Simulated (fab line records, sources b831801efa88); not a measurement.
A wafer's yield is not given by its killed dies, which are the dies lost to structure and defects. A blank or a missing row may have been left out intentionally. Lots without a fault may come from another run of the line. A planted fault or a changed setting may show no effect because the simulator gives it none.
Which tool is to blame? -- flow sky130 -- 36 wafers from 12 lots sampled at 5 of the route's 708 steps

== WHAT EACH GAUGE READ, for each wafer ==
SKY_GATE_OXIDE_TW_MEAS_14. Usual: for GATE_OXIDE_TW the level is 224.4 and the standard deviation is 1.2.
lot,measured,on,GATE_OXIDE_TW,flag
L216,day 13 17:06,film-metro-04,222.8 222.0 222.9,
L217,day 14 06:43,film-metro-01,224.8 224.4 226.2,
L221,day 15 15:41,film-metro-04,224.7 223.9 223.1,
L224,day 17 13:21,film-metro-01,227.2 226.2 225.3,
L225,day 17 16:55,film-metro-04,225.6 224.2 224.5,
L226,day 18 11:01,film-metro-04,225.2 225.3 224.2,
L229,day 18 21:57,film-metro-01,224.9 225.3 225.0,
L230,day 19 08:23,film-metro-03,224.7 224.5 223.5,
L233,day 20 02:49,film-metro-04,224.7 223.1 223.2,
L237,day 21 05:39,film-metro-03,224.0 224.0 225.5,
L238,day 21 15:35,film-metro-01,224.2 223.4 224.2,
L239,day 22 01:20,film-metro-01,226.0 225.5 225.8,

SKY_LDD_P_CD_MEAS_07 targets a cd of 380 nm. Usual: cd-nm 381.1 nm, standard deviation 1.9.
lot,measured,on,cd-nm (nm),flag
L216,day 18 22:17,cd-sem-01,384.2 384.7 383.4,
L217,day 19 10:54,cd-sem-01,382.1 382.6 384.0,
L221,day 20 23:11,cd-sem-01,382.8 380.9 382.4,
L224,day 22 23:48,cd-sem-02,380.8 381.0 381.3,
L225,day 23 04:21,cd-sem-01,379.3 379.8 382.3,
L226,day 23 20:50,cd-sem-02,384.0 381.2 380.9,
L229,day 24 08:33,cd-sem-02,382.2 382.2 381.9,
L230,day 24 18:19,cd-sem-02,381.6 384.1 380.6,
L233,day 25 10:12,cd-sem-02,378.0 379.8 382.9,
L237,day 26 13:19,cd-sem-01,374.1 372.9 371.2,OFF
L238,day 26 21:08,cd-sem-02,379.7 379.3 378.6,
L239,day 27 18:04,cd-sem-02,372.9 372.3 372.2,OFF

SKY_LDD_HVN_TW_MEAS_10. Usual: for LDD_HVN_TW the level is 1440 and the standard deviation is 7.5.
lot,measured,on,LDD_HVN_TW,flag
L216,day 20 05:44,film-metro-01,1435 1439 1447,
L217,day 20 17:16,film-metro-02,1423 1428 1430,
L221,day 22 05:48,film-metro-04,1446 1443 1436,
L224,day 24 05:50,film-metro-02,1442 1431 1427,
L225,day 24 09:47,film-metro-01,1432 1432 1436,
L226,day 25 02:25,film-metro-04,1446 1449 1451,
L229,day 25 13:59,film-metro-02,1434 1431 1426,
L230,day 26 00:03,film-metro-01,1441 1433 1440,
L233,day 26 15:43,film-metro-04,1439 1432 1445,
L237,day 27 18:57,film-metro-01,1434 1435 1435,
L238,day 28 02:17,film-metro-04,1432 1433 1430,
L239,day 28 21:53,film-metro-02,1440 1427 1434,

== WHICH TOOL RAN EACH LOT (tool, then ch and the chambers of the sampled wafers, then the start) ==
lot,SKY_POLY_GATE_ETCH_16,SKY_LDD_P_DEVELOP_06
L216,"rie-diel-03 ch 0,1,3, day 16 05:48","litho-track-01 ch 0, day 18 22:08"
L217,"rie-diel-01 ch 0,1,3, day 16 20:21","litho-track-02 ch 0, day 19 10:45"
L221,"rie-diel-01 ch 0,1,2, day 18 05:50","litho-track-03 ch 0, day 20 23:02"
L224,"rie-diel-03 ch 0,3, day 20 07:51","litho-track-02 ch 0, day 22 23:39"
L225,"rie-diel-01 ch 0,2, day 20 12:11","litho-track-03 ch 0, day 23 04:13"
L226,"rie-diel-03 ch 0,1,3, day 21 05:27","litho-track-02 ch 0, day 23 20:42"
L229,"rie-diel-04 ch 0,1, day 21 14:58","litho-track-02 ch 0, day 24 08:24"
L230,"rie-diel-03 ch 1,3, day 22 01:26","litho-track-03 ch 0, day 24 18:10"
L233,"rie-diel-04 ch 0,1,3, day 22 20:21","litho-track-02 ch 0, day 25 10:03"
L237,"rie-diel-01 ch 0,1,3, day 23 23:09","litho-track-02 ch 0, day 26 13:11"
L238,"rie-diel-03 ch 1,2,3, day 24 07:41","litho-track-01 ch 0, day 26 20:59"
L239,"rie-diel-04 ch 1,3, day 25 04:21","litho-track-02 ch 0, day 27 17:56"
- SKY_POLY_GATE_ETCH_16: etches Si3N4 in CH3F/O2, stops on poly-Si, time 147.5 s, target depth 75 nm.
- SKY_LDD_P_DEVELOP_06: develop time 60 s.

== WHAT THE TOOLS THEMSELVES READ (means of the sampled wafers that have a number; where no wafer has one, the mark that the record gives instead) ==
SKY_POLY_GATE_ETCH_16. Usual: drypump-motor-current-A 6.0 A, standard deviation 0.43; oes-product-au 0.639 a.u., standard deviation 0.0052; throttle-valve-pct 10.535 %, standard deviation 0.01.
lot,tool,drypump-motor-current-A (A),oes-product-au (a.u.),throttle-valve-pct (%),flag
L216,rie-diel-03,6.1,0.634,10.530,
L217,rie-diel-01,5.8,0.636,10.531,
L221,rie-diel-01,5.4,0.640,10.535,
L224,rie-diel-03,6.1,0.637,10.539,
L225,rie-diel-01,5.5,0.635,10.525,
L226,rie-diel-03,6.1,0.637,10.550,
L229,rie-diel-04,5.6,0.643,10.532,
L230,rie-diel-03,6.2,0.647,10.533,
L233,rie-diel-04,5.9,0.640,10.534,
L237,rie-diel-01,5.8,0.638,10.540,
L238,rie-diel-03,6.3,0.638,10.545,
L239,rie-diel-04,5.9,0.640,10.541,

SKY_LDD_P_DEVELOP_06. Usual: chill-plate-temp-C 22.97 C, standard deviation 0.1; developer-temp-C 22.97 C, standard deviation 0.1.
lot,tool,chill-plate-temp-C (C),developer-temp-C (C),flag
L216,litho-track-01,23.00,22.99,
L217,litho-track-02,22.86,23.12,
L221,litho-track-03,23.14,23.00,
L224,litho-track-02,22.85,22.92,
L225,litho-track-03,22.92,22.92,
L226,litho-track-02,23.05,23.02,
L229,litho-track-02,22.91,22.85,
L230,litho-track-03,22.92,23.02,
L233,litho-track-02,22.98,22.98,
L237,litho-track-02,22.93,25.27,OFF
L238,litho-track-01,22.98,23.01,
L239,litho-track-02,22.88,25.23,OFF

== THE ANSWER, worked out from the rows above alone ==
Rule: lot off if the mean of its wafers having a number is beyond 3 standard deviations from the usual mean. Also off: a lot with no number at a reading for which 4 or more lots have one. The other lots that the step has rows for count as sound. The gauges are gone through in route order, then the tools' own readings, and for those a lot's mean is taken as printed above. At the first step where some lot is off, the reading lying furthest off is the one used; lots without a number count as furthest.
Off, at SKY_LDD_P_CD_MEAS_07 on cd-nm: L237, L239.
If a tool, at a process step before that reading, ran all the lots that are off and no sound lot after the first of them, it fits. The gauges at SKY_LDD_P_CD_MEAS_07 aren't tried: what is off there is off at SKY_LDD_P_DEVELOP_06 too, on other tools, and a gauge's error can't cause that. One fits: SKY_LDD_P_DEVELOP_06 on litho-track-02. Its last sound lot is L233 (day 25 10:03), its first lot that is off L237 (day 26 13:11): a fault that began between those two fits.
The tool's own readings at SKY_LDD_P_DEVELOP_06 bear it out: on the lots that are off they differ by more than 5 times the standard deviation of the sound lots' means. developer-temp-C reads 25.25 C there against 22.98 C on the sound lots.

== WHAT HAD BEEN PUT IN BY THE SIMULATOR ==
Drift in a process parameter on litho-track-02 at SKY_LDD_P_DEVELOP_06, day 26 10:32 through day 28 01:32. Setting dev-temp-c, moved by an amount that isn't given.
Shown lots that were struck: L237, L239. The same result came from the rule above.
